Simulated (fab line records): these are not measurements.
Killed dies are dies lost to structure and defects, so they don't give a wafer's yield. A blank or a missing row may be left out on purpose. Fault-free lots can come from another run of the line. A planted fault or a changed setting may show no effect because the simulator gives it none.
Which tool was responsible? / flow gf180mcu / 24 lots, 72 wafers sampled, at 6 steps of a route of 602

WHAT EACH GAUGE READ, for each wafer
GF_V1_RS_MEAS_24: measurement is done with a four-point probe. Usual: V1_W_RS typically reads 0.327 ohm/sq, with standard deviation 0.0039.
lot=L074; measured=day 18 05:28; on=film_metro-01; V1_W_RS (ohm/sq)=0.321 0.318 0.318; flag=
lot=L075; measured=day 18 15:56; on=film_metro-04; V1_W_RS (ohm/sq)=0.332 0.330 0.330; flag=
lot=L076; measured=day 18 20:10; on=film_metro-04; V1_W_RS (ohm/sq)=0.326 0.331 0.332; flag=
lot=L077; measured=day 19 07:29; on=film_metro-01; V1_W_RS (ohm/sq)=0.328 0.333 0.328; flag=
lot=L078; measured=day 19 23:14; on=film_metro-01; V1_W_RS (ohm/sq)=0.328 0.329 0.325; flag=
lot=L079; measured=day 20 08:22; on=film_metro-04; V1_W_RS (ohm/sq)=0.323 0.328 0.326; flag=
lot=L080; measured=day 20 15:34; on=film_metro-02; V1_W_RS (ohm/sq)=0.320 0.328 0.322; flag=
lot=L081; measured=day 21 02:58; on=film_metro-01; V1_W_RS (ohm/sq)=0.327 0.326 0.326; flag=
lot=L082; measured=day 21 11:22; on=film_metro-01; V1_W_RS (ohm/sq)=0.327 0.330 0.334; flag=
lot=L083; measured=day 21 14:38; on=film_metro-01; V1_W_RS (ohm/sq)=0.324 0.324 0.319; flag=
lot=L084; measured=day 22 02:54; on=film_metro-04; V1_W_RS (ohm/sq)=0.337 0.325 0.334; flag=
lot=L085; measured=day 22 09:23; on=film_metro-01; V1_W_RS (ohm/sq)=0.326 0.331 0.328; flag=
lot=L086; measured=day 22 15:04; on=film_metro-04; V1_W_RS (ohm/sq)=0.329 0.329 0.323; flag=
lot=L087; measured=day 22 21:10; on=film_metro-02; V1_W_RS (ohm/sq)=0.329 0.327 0.326; flag=
lot=L088; measured=day 23 10:54; on=film_metro-01; V1_W_RS (ohm/sq)=0.324 0.323 0.327; flag=
lot=L089; measured=day 23 16:50; on=film_metro-02; V1_W_RS (ohm/sq)=0.326 0.323 0.324; flag=
lot=L090; measured=day 23 22:31; on=film_metro-02; V1_W_RS (ohm/sq)=0.326 0.331 0.328; flag=
lot=L091; measured=day 24 13:13; on=film_metro-02; V1_W_RS (ohm/sq)=0.326 0.325 0.326; flag=
lot=L092; measured=day 24 14:05; on=film_metro-01; V1_W_RS (ohm/sq)=0.323 0.322 0.321; flag=
lot=L093; measured=day 24 20:30; on=film_metro-04; V1_W_RS (ohm/sq)=0.325 0.323 0.329; flag=
lot=L094; measured=day 25 07:24; on=film_metro-04; V1_W_RS (ohm/sq)=0.332 0.328 0.329; flag=
lot=L095; measured=day 25 16:01; on=film_metro-04; V1_W_RS (ohm/sq)=0.331 0.332 0.328; flag=
lot=L096; measured=day 25 21:56; on=film_metro-02; V1_W_RS (ohm/sq)=0.327 0.333 0.328; flag=
lot=L097; measured=day 26 06:38; on=film_metro-01; V1_W_RS (ohm/sq)=0.326 0.325 0.325; flag=

GF_V2_THK_MEAS_01. Usual: V2_CVD_00_THK typically reads 602 nm, with standard deviation 6.3.
lot=L074; measured=day 19 07:11; on=film_metro-02; V2_CVD_00_THK (nm)=607 591 597; flag=
lot=L075; measured=day 19 18:08; on=film_metro-02; V2_CVD_00_THK (nm)=599 602 591; flag=
lot=L076; measured=day 19 23:12; on=film_metro-02; V2_CVD_00_THK (nm)=598 601 598; flag=
lot=L077; measured=day 20 09:38; on=film_metro-02; V2_CVD_00_THK (nm)=604 599 604; flag=
lot=L078; measured=day 21 01:36; on=film_metro-03; V2_CVD_00_THK (nm)=601 593 595; flag=
lot=L079; measured=day 21 09:22; on=film_metro-03; V2_CVD_00_THK (nm)=593 588 601; flag=
lot=L080; measured=day 21 16:53; on=film_metro-02; V2_CVD_00_THK (nm)=601 607 605; flag=
lot=L081; measured=day 22 04:46; on=film_metro-02; V2_CVD_00_THK (nm)=602 606 609; flag=
lot=L082; measured=day 22 12:45; on=film_metro-03; V2_CVD_00_THK (nm)=600 591 606; flag=
lot=L083; measured=day 22 16:10; on=film_metro-03; V2_CVD_00_THK (nm)=600 598 591; flag=
lot=L084; measured=day 23 03:47; on=film_metro-02; V2_CVD_00_THK (nm)=590 594 598; flag=
lot=L085; measured=day 23 09:32; on=film_metro-02; V2_CVD_00_THK (nm)=605 607 596; flag=
lot=L086; measured=day 23 15:16; on=film_metro-01; V2_CVD_00_THK (nm)=600 603 600; flag=
lot=L087; measured=day 23 21:23; on=film_metro-03; V2_CVD_00_THK (nm)=606 608 596; flag=
lot=L088; measured=day 24 11:08; on=film_metro-03; V2_CVD_00_THK (nm)=601 606 599; flag=
lot=L089; measured=day 24 16:14; on=film_metro-03; V2_CVD_00_THK (nm)=599 604 602; flag=
lot=L090; measured=day 24 21:59; on=film_metro-02; V2_CVD_00_THK (nm)=606 605 605; flag=
lot=L091; measured=day 25 12:04; on=film_metro-02; V2_CVD_00_THK (nm)=590 589 604; flag=
lot=L092; measured=day 25 13:27; on=film_metro-02; V2_CVD_00_THK (nm)=613 607 600; flag=
lot=L093; measured=day 25 19:17; on=film_metro-03; V2_CVD_00_THK (nm)=603 605 606; flag=
lot=L094; measured=day 26 06:02; on=film_metro-02; V2_CVD_00_THK (nm)=609 604 607; flag=
lot=L095; measured=day 26 14:14; on=film_metro-01; V2_CVD_00_THK (nm)=608 609 608; flag=
lot=L096; measured=day 26 20:38; on=film_metro-03; V2_CVD_00_THK (nm)=607 606 609; flag=
lot=L097; measured=day 27 03:54; on=film_metro-03; V2_CVD_00_THK (nm)=613 616 613; flag=

GF_V4_OVL_MEAS_15. Usual: V4_OVL typically reads -2 nm, with standard deviation 4.4.
lot=L074; measured=day 24 11:11; on=overlay-02; V4_OVL (nm)=-3 5 -1; flag=
lot=L075; measured=day 24 20:16; on=overlay-01; V4_OVL (nm)=-2 0 -3; flag=
lot=L076; measured=day 24 23:13; on=overlay-01; V4_OVL (nm)=-1 3 -2; flag=
lot=L077; measured=day 25 09:51; on=overlay-02; V4_OVL (nm)=-2 2 -1; flag=
lot=L078; measured=day 25 23:26; on=overlay-01; V4_OVL (nm)=-5 -4 1; flag=
lot=L079; measured=day 26 07:07; on=overlay-01; V4_OVL (nm)=1 -3 -4; flag=
lot=L080; measured=day 26 15:22; on=overlay-01; V4_OVL (nm)=3 -4 1; flag=
lot=L081; measured=day 26 23:59; on=overlay-01; V4_OVL (nm)=-4 -3 2; flag=
lot=L082; measured=day 27 07:49; on=overlay-02; V4_OVL (nm)=-1 9 -6; flag=
lot=L083; measured=day 27 09:53; on=overlay-02; V4_OVL (nm)=-2 -11 -6; flag=
lot=L084; measured=day 27 20:26; on=overlay-02; V4_OVL (nm)=-7 -4 -2; flag=
lot=L085; measured=day 28 00:38; on=overlay-01; V4_OVL (nm)=-5 -2 -5; flag=
lot=L086; measured=day 28 06:40; on=overlay-01; V4_OVL (nm)=-2 1 -6; flag=
lot=L087; measured=day 28 11:53; on=overlay-01; V4_OVL (nm)=0 4 -2; flag=
lot=L088; measured=day 28 23:07; on=overlay-01; V4_OVL (nm)=5 1 1; flag=
lot=L089; measured=day 29 04:46; on=overlay-02; V4_OVL (nm)=-2 -2 -3; flag=
lot=L090; measured=day 29 09:36; on=overlay-02; V4_OVL (nm)=0 -7 1; flag=
lot=L091; measured=day 29 22:26; on=overlay-01; V4_OVL (nm)=-7 -7 1; flag=
lot=L092; measured=day 29 23:53; on=overlay-01; V4_OVL (nm)=1 -8 -7; flag=
lot=L093; measured=day 30 04:28; on=overlay-02; V4_OVL (nm)=-2 -7 1; flag=
lot=L094; measured=day 30 13:26; on=overlay-01; V4_OVL (nm)=-15 -10 -7; flag=
lot=L095; measured=day 30 20:32; on=overlay-01; V4_OVL (nm)=-6 -5 -11; flag=
lot=L096; measured=day 31 02:29; on=overlay-02; V4_OVL (nm)=-5 -13 -9; flag=
lot=L097; measured=day 31 08:55; on=overlay-01; V4_OVL (nm)=1 -2 0; flag=

WHICH TOOL RAN EACH LOT (tool, then ch and the chambers of the sampled wafers, then the start)
lot=L074; GF_V3_SPUTTER_21=pvd_sputter-02, day 22 11:25; GF_M4_SPUTTER_01=pvd_sputter-03, day 22 12:12; GF_V4_CMP_04=cmp-02 ch 0,1,3, day 23 12:44
lot=L075; GF_V3_SPUTTER_21=pvd_sputter-02, day 22 21:35; GF_M4_SPUTTER_01=pvd_sputter-03, day 22 22:23; GF_V4_CMP_04=cmp-02 ch 0,3, day 23 21:52
lot=L076; GF_V3_SPUTTER_21=pvd_sputter-01, day 23 01:22; GF_M4_SPUTTER_01=pvd_sputter-03, day 23 02:09; GF_V4_CMP_04=cmp-02 ch 2,3, day 24 00:43
lot=L077; GF_V3_SPUTTER_21=pvd_sputter-04, day 23 12:41; GF_M4_SPUTTER_01=pvd_sputter-01, day 23 13:27; GF_V4_CMP_04=cmp-01 ch 0,3, day 24 11:54
lot=L078; GF_V3_SPUTTER_21=pvd_sputter-02, day 24 01:42; GF_M4_SPUTTER_01=pvd_sputter-01, day 24 02:29; GF_V4_CMP_04=cmp-01 ch 0,1,3, day 25 01:15
lot=L079; GF_V3_SPUTTER_21=pvd_sputter-04, day 24 09:49; GF_M4_SPUTTER_01=pvd_sputter-02, day 24 10:37; GF_V4_CMP_04=cmp-02 ch 0,1, day 25 09:12
lot=L080; GF_V3_SPUTTER_21=pvd_sputter-04, day 24 18:49; GF_M4_SPUTTER_01=pvd_sputter-02, day 24 19:37; GF_V4_CMP_04=cmp-01 ch 0,3, day 25 18:19
lot=L081; GF_V3_SPUTTER_21=pvd_sputter-01, day 25 04:13; GF_M4_SPUTTER_01=pvd_sputter-02, day 25 05:00; GF_V4_CMP_04=cmp-01 ch 1,3, day 26 02:39
lot=L082; GF_V3_SPUTTER_21=pvd_sputter-04, day 25 11:19; GF_M4_SPUTTER_01=pvd_sputter-03, day 25 12:06; GF_V4_CMP_04=cmp-01 ch 2,3, day 26 11:05
lot=L083; GF_V3_SPUTTER_21=pvd_sputter-02, day 25 14:43; GF_M4_SPUTTER_01=pvd_sputter-01, day 25 15:31; GF_V4_CMP_04=cmp-02 ch 1,2,3, day 26 13:16
lot=L084; GF_V3_SPUTTER_21=pvd_sputter-04, day 26 01:26; GF_M4_SPUTTER_01=pvd_sputter-03, day 26 02:16; GF_V4_CMP_04=cmp-02 ch 0,2,3, day 27 00:34
lot=L085; GF_V3_SPUTTER_21=pvd_sputter-01, day 26 06:19; GF_M4_SPUTTER_01=pvd_sputter-01, day 26 07:07; GF_V4_CMP_04=cmp-02 ch 0,1,2, day 27 03:55
lot=L086; GF_V3_SPUTTER_21=pvd_sputter-04, day 26 11:44; GF_M4_SPUTTER_01=pvd_sputter-02, day 26 12:32; GF_V4_CMP_04=cmp-02 ch 0,1,3, day 27 10:45
lot=L087; GF_V3_SPUTTER_21=pvd_sputter-04, day 26 17:46; GF_M4_SPUTTER_01=pvd_sputter-03, day 26 18:34; GF_V4_CMP_04=cmp-02 ch 0,1, day 27 16:16
lot=L088; GF_V3_SPUTTER_21=pvd_sputter-02, day 27 06:14; GF_M4_SPUTTER_01=pvd_sputter-03, day 27 07:02; GF_V4_CMP_04=cmp-02 ch 0,2,3, day 28 03:51
lot=L089; GF_V3_SPUTTER_21=pvd_sputter-01, day 27 11:32; GF_M4_SPUTTER_01=pvd_sputter-01, day 27 12:20; GF_V4_CMP_04=cmp-01 ch 0,2, day 28 09:25
lot=L090; GF_V3_SPUTTER_21=pvd_sputter-04, day 27 16:40; GF_M4_SPUTTER_01=pvd_sputter-03, day 27 17:28; GF_V4_CMP_04=cmp-02 ch 0,1,2, day 28 14:17
lot=L091; GF_V3_SPUTTER_21=pvd_sputter-01, day 28 05:32; GF_M4_SPUTTER_01=pvd_sputter-03, day 28 06:20; GF_V4_CMP_04=cmp-01 ch 1,2, day 29 02:48
lot=L092; GF_V3_SPUTTER_21=pvd_sputter-01, day 28 07:01; GF_M4_SPUTTER_01=pvd_sputter-02, day 28 07:48; GF_V4_CMP_04=cmp-01 ch 1,2,3, day 29 04:28
lot=L093; GF_V3_SPUTTER_21=pvd_sputter-02, day 28 11:03; GF_M4_SPUTTER_01=pvd_sputter-01, day 28 11:50; GF_V4_CMP_04=cmp-01 ch 2,3, day 29 08:25
lot=L094; GF_V3_SPUTTER_21=pvd_sputter-02, day 28 21:12; GF_M4_SPUTTER_01=pvd_sputter-03, day 28 21:59; GF_V4_CMP_04=cmp-01 ch 0,1,3, day 29 18:18
lot=L095; GF_V3_SPUTTER_21=pvd_sputter-01, day 29 05:43; GF_M4_SPUTTER_01=pvd_sputter-03, day 29 06:31; GF_V4_CMP_04=cmp-02 ch 0,1,2, day 30 02:04
lot=L096; GF_V3_SPUTTER_21=pvd_sputter-04, day 29 10:49; GF_M4_SPUTTER_01=pvd_sputter-02, day 29 11:37; GF_V4_CMP_04=cmp-01 ch 2,3, day 30 07:59
lot=L097; GF_V3_SPUTTER_21=pvd_sputter-02, day 29 18:16; GF_M4_SPUTTER_01=pvd_sputter-03, day 29 19:04; GF_V4_CMP_04=cmp-02 ch 1,2,3, day 30 14:38
- GF_V3_SPUTTER_21: material Ti, target thk 15 nm, time 80.02 s.
- GF_M4_SPUTTER_01: material TiN, target thk 30 nm, time 25 s.
- GF_V4_CMP_04: polishes SiO2.

WHAT THE TOOLS THEMSELVES READ (means of the sampled wafers that have a number; where no wafer has one, the mark that the record gives instead)
GF_V3_SPUTTER_21. Usual: cathode_dc_power_W 2500.0 W, standard deviation 0.44; throttle_valve_pct 30.2 %, standard deviation 1.
lot=L074; tool=pvd_sputter-02; cathode_dc_power_W (W)=2499.7; throttle_valve_pct (%)=29.9; flag=
lot=L075; tool=pvd_sputter-02; cathode_dc_power_W (W)=2500.0; throttle_valve_pct (%)=29.0; flag=
lot=L076; tool=pvd_sputter-01; cathode_dc_power_W (W)=2500.5; throttle_valve_pct (%)=30.8; flag=
lot=L077; tool=pvd_sputter-04; cathode_dc_power_W (W)=2500.3; throttle_valve_pct (%)=30.9; flag=
lot=L078; tool=pvd_sputter-02; cathode_dc_power_W (W)=2499.8; throttle_valve_pct (%)=30.0; flag=
lot=L079; tool=pvd_sputter-04; cathode_dc_power_W (W)=2500.1; throttle_valve_pct (%)=30.9; flag=
lot=L080; tool=pvd_sputter-04; cathode_dc_power_W (W)=2500.1; throttle_valve_pct (%)=30.7; flag=
lot=L081; tool=pvd_sputter-01; cathode_dc_power_W (W)=2500.1; throttle_valve_pct (%)=29.7; flag=
lot=L082; tool=pvd_sputter-04; cathode_dc_power_W (W)=2499.7; throttle_valve_pct (%)=30.0; flag=
lot=L083; tool=pvd_sputter-02; cathode_dc_power_W (W)=2499.9; throttle_valve_pct (%)=29.6; flag=
lot=L084; tool=pvd_sputter-04; cathode_dc_power_W (W)=2500.1; throttle_valve_pct (%)=30.6; flag=
lot=L085; tool=pvd_sputter-01; cathode_dc_power_W (W)=2500.1; throttle_valve_pct (%)=30.2; flag=
lot=L086; tool=pvd_sputter-04; cathode_dc_power_W (W)=2499.8; throttle_valve_pct (%)=31.0; flag=
lot=L087; tool=pvd_sputter-04; cathode_dc_power_W (W)=2500.3; throttle_valve_pct (%)=30.7; flag=
lot=L088; tool=pvd_sputter-02; cathode_dc_power_W (W)=2500.0; throttle_valve_pct (%)=30.0; flag=
lot=L089; tool=pvd_sputter-01; cathode_dc_power_W (W)=2499.7; throttle_valve_pct (%)=30.0; flag=
lot=L090; tool=pvd_sputter-04; cathode_dc_power_W (W)=2499.7; throttle_valve_pct (%)=29.9; flag=
lot=L091; tool=pvd_sputter-01; cathode_dc_power_W (W)=2500.2; throttle_valve_pct (%)=30.5; flag=
lot=L092; tool=pvd_sputter-01; cathode_dc_power_W (W)=2500.1; throttle_valve_pct (%)=29.8; flag=
lot=L093; tool=pvd_sputter-02; cathode_dc_power_W (W)=2500.0; throttle_valve_pct (%)=29.1; flag=
lot=L094; tool=pvd_sputter-02; cathode_dc_power_W (W)=2499.8; throttle_valve_pct (%)=29.7; flag=
lot=L095; tool=pvd_sputter-01; cathode_dc_power_W (W)=2500.1; throttle_valve_pct (%)=28.9; flag=
lot=L096; tool=pvd_sputter-04; cathode_dc_power_W (W)=2499.8; throttle_valve_pct (%)=30.1; flag=
lot=L097; tool=pvd_sputter-02; cathode_dc_power_W (W)=2500.4; throttle_valve_pct (%)=29.9; flag=

GF_M4_SPUTTER_01. Usual: cathode_dc_power_W 6500.0 W, standard deviation 1.2; throttle_valve_pct 30.1 %, standard deviation 1.2.
lot=L074; tool=pvd_sputter-03; cathode_dc_power_W (W)=6499.7; throttle_valve_pct (%)=31.1; flag=
lot=L075; tool=pvd_sputter-03; cathode_dc_power_W (W)=6499.2; throttle_valve_pct (%)=29.9; flag=
lot=L076; tool=pvd_sputter-03; cathode_dc_power_W (W)=6498.5; throttle_valve_pct (%)=30.1; flag=
lot=L077; tool=pvd_sputter-01; cathode_dc_power_W (W)=6499.8; throttle_valve_pct (%)=29.7; flag=
lot=L078; tool=pvd_sputter-01; cathode_dc_power_W (W)=6499.9; throttle_valve_pct (%)=30.1; flag=
lot=L079; tool=pvd_sputter-02; cathode_dc_power_W (W)=6499.6; throttle_valve_pct (%)=29.1; flag=
lot=L080; tool=pvd_sputter-02; cathode_dc_power_W (W)=6499.6; throttle_valve_pct (%)=30.1; flag=
lot=L081; tool=pvd_sputter-02; cathode_dc_power_W (W)=6498.6; throttle_valve_pct (%)=29.0; flag=
lot=L082; tool=pvd_sputter-03; cathode_dc_power_W (W)=6500.1; throttle_valve_pct (%)=31.2; flag=
lot=L083; tool=pvd_sputter-01; cathode_dc_power_W (W)=6498.8; throttle_valve_pct (%)=30.1; flag=
lot=L084; tool=pvd_sputter-03; cathode_dc_power_W (W)=6500.8; throttle_valve_pct (%)=30.1; flag=
lot=L085; tool=pvd_sputter-01; cathode_dc_power_W (W)=6499.7; throttle_valve_pct (%)=30.7; flag=
lot=L086; tool=pvd_sputter-02; cathode_dc_power_W (W)=6499.8; throttle_valve_pct (%)=30.1; flag=
lot=L087; tool=pvd_sputter-03; cathode_dc_power_W (W)=6498.9; throttle_valve_pct (%)=30.1; flag=
lot=L088; tool=pvd_sputter-03; cathode_dc_power_W (W)=6502.0; throttle_valve_pct (%)=30.0; flag=
lot=L089; tool=pvd_sputter-01; cathode_dc_power_W (W)=6500.3; throttle_valve_pct (%)=30.1; flag=
lot=L090; tool=pvd_sputter-03; cathode_dc_power_W (W)=6499.0; throttle_valve_pct (%)=30.2; flag=
lot=L091; tool=pvd_sputter-03; cathode_dc_power_W (W)=6501.2; throttle_valve_pct (%)=29.8; flag=
lot=L092; tool=pvd_sputter-02; cathode_dc_power_W (W)=6500.6; throttle_valve_pct (%)=29.1; flag=
lot=L093; tool=pvd_sputter-01; cathode_dc_power_W (W)=6500.3; throttle_valve_pct (%)=30.6; flag=
lot=L094; tool=pvd_sputter-03; cathode_dc_power_W (W)=6500.7; throttle_valve_pct (%)=30.9; flag=
lot=L095; tool=pvd_sputter-03; cathode_dc_power_W (W)=6500.5; throttle_valve_pct (%)=31.1; flag=
lot=L096; tool=pvd_sputter-02; cathode_dc_power_W (W)=6501.2; throttle_valve_pct (%)=29.3; flag=
lot=L097; tool=pvd_sputter-03; cathode_dc_power_W (W)=6500.8; throttle_valve_pct (%)=30.0; flag=

GF_V4_CMP_04. Usual: motor_current_A 11.4 A, standard deviation 0.65; slurry_flow_ml_min 150.1, standard deviation 0.46; time_to_endpoint_s 78 s, standard deviation 6.5.
lot=L074; tool=cmp-02; motor_current_A (A)=11.7; slurry_flow_ml_min=149.9; time_to_endpoint_s (s)=75; flag=
lot=L075; tool=cmp-02; motor_current_A (A)=12.0; slurry_flow_ml_min=149.8; time_to_endpoint_s (s)=77; flag=
lot=L076; tool=cmp-02; motor_current_A (A)=11.3; slurry_flow_ml_min=149.8; time_to_endpoint_s (s)=81; flag=
lot=L077; tool=cmp-01; motor_current_A (A)=11.4; slurry_flow_ml_min=150.2; time_to_endpoint_s (s)=88; flag=
lot=L078; tool=cmp-01; motor_current_A (A)=11.6; slurry_flow_ml_min=150.4; time_to_endpoint_s (s)=80; flag=
lot=L079; tool=cmp-02; motor_current_A (A)=11.1; slurry_flow_ml_min=149.9; time_to_endpoint_s (s)=81; flag=
lot=L080; tool=cmp-01; motor_current_A (A)=11.6; slurry_flow_ml_min=149.6; time_to_endpoint_s (s)=88; flag=
lot=L081; tool=cmp-01; motor_current_A (A)=11.3; slurry_flow_ml_min=150.1; time_to_endpoint_s (s)=77; flag=
lot=L082; tool=cmp-01; motor_current_A (A)=11.1; slurry_flow_ml_min=149.9; time_to_endpoint_s (s)=83; flag=
lot=L083; tool=cmp-02; motor_current_A (A)=11.1; slurry_flow_ml_min=149.7; time_to_endpoint_s (s)=74; flag=
lot=L084; tool=cmp-02; motor_current_A (A)=11.5; slurry_flow_ml_min=149.6; time_to_endpoint_s (s)=71; flag=
lot=L085; tool=cmp-02; motor_current_A (A)=11.4; slurry_flow_ml_min=150.2; time_to_endpoint_s (s)=72; flag=
lot=L086; tool=cmp-02; motor_current_A (A)=11.4; slurry_flow_ml_min=149.2; time_to_endpoint_s (s)=73; flag=
lot=L087; tool=cmp-02; motor_current_A (A)=11.3; slurry_flow_ml_min=150.1; time_to_endpoint_s (s)=77; flag=
lot=L088; tool=cmp-02; motor_current_A (A)=11.5; slurry_flow_ml_min=150.0; time_to_endpoint_s (s)=72; flag=
lot=L089; tool=cmp-01; motor_current_A (A)=11.5; slurry_flow_ml_min=150.6; time_to_endpoint_s (s)=81; flag=
lot=L090; tool=cmp-02; motor_current_A (A)=11.2; slurry_flow_ml_min=150.2; time_to_endpoint_s (s)=75; flag=
lot=L091; tool=cmp-01; motor_current_A (A)=11.5; slurry_flow_ml_min=150.6; time_to_endpoint_s (s)=83; flag=
lot=L092; tool=cmp-01; motor_current_A (A)=11.2; slurry_flow_ml_min=150.1; time_to_endpoint_s (s)=76; flag=
lot=L093; tool=cmp-01; motor_current_A (A)=10.9; slurry_flow_ml_min=150.4; time_to_endpoint_s (s)=81; flag=
lot=L094; tool=cmp-01; motor_current_A (A)=12.2; slurry_flow_ml_min=150.1; time_to_endpoint_s (s)=76; flag=
lot=L095; tool=cmp-02; motor_current_A (A)=11.4; slurry_flow_ml_min=149.8; time_to_endpoint_s (s)=75; flag=
lot=L096; tool=cmp-01; motor_current_A (A)=10.9; slurry_flow_ml_min=150.2; time_to_endpoint_s (s)=84; flag=
lot=L097; tool=cmp-02; motor_current_A (A)=11.0; slurry_flow_ml_min=150.0; time_to_endpoint_s (s)=73; flag=

THE ANSWER, worked out from the rows above alone
Rule: take the mean of a lot's wafers that have a number; if it is more than 3 standard deviations from the usual mean, the lot is off. A lot without any number at a reading at which 4 lots or more have one is off too. Any other lot the step has rows for is counted as sound. Order of review: gauges by route order, followed by the tools' own readings, for which a lot's mean as printed above is used. The first step at which some lot is off is used, and at that step the reading that is off furthest; a lot without a number counts as furthest.
No lot is off on any of the readings shown, so nothing can be concluded from this.

WHAT HAD BEEN PUT IN BY THE SIMULATOR
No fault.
